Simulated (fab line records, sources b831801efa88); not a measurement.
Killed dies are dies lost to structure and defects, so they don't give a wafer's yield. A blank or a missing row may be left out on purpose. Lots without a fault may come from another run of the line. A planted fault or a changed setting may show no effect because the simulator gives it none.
One fault seen from 2 desks | flow gf180mcu | each desk has only its own numbers; what lay behind them comes last

THE METROLOGY DESK
What the gauges read, lot by lot, whatever tool the lot ran on: means of the sampled wafers that have a number. A lot is out of limits, marked OUT, if its mean lies more than 4 standard deviations from the usual mean; the brackets give that distance.
Columns: A = TOP_METAL_ALCU_THK at GF_TOP_METAL_THK_MEAS_06, usual 877 nm
lot  | first seen here | A
L249 | day 27 11:12    | 894
L248 | day 27 14:20    | 882
L250 | day 27 22:16    | 875
L251 | day 28 10:28    | 865
L252 | day 28 15:52    | 856
L253 | day 28 23:35    | 867
L260 | day 30 15:55    | 859
L264 | day 32 02:01    | 866
L265 | day 32 04:44    | 873
L268 | day 32 21:48    | 884
L270 | day 33 07:28    | 897
L271 | day 33 17:31    | 884
This desk's finding: nothing out of limits on any of the 12 lots.

THE TOOL OWNER'S DESK: pvd_sputter-02
The tool's own readings at GF_MIM_SPUTTER_08 (material AlCu, target thk 200 nm, time 10.6 s): means of the sampled wafers that have a number, for each lot that ran on this tool. A lot is out of limits, marked OUT, if its mean lies more than 4 standard deviations from the usual mean; the brackets give that distance.
Columns: A = throttle_valve_pct at GF_MIM_SPUTTER_08, usual 30.2 %
lot  | first seen here | A
L251 | day 25 18:41    | 30.1
L260 | day 28 04:16    | 30.2
This desk's finding: nothing out of limits on any of the 2 lots.

PUT TOGETHER
The metrology desk saw nothing out of limits.
The tool owner's desk saw nothing out of limits.

WHAT THE SIMULATOR HAD PUT IN
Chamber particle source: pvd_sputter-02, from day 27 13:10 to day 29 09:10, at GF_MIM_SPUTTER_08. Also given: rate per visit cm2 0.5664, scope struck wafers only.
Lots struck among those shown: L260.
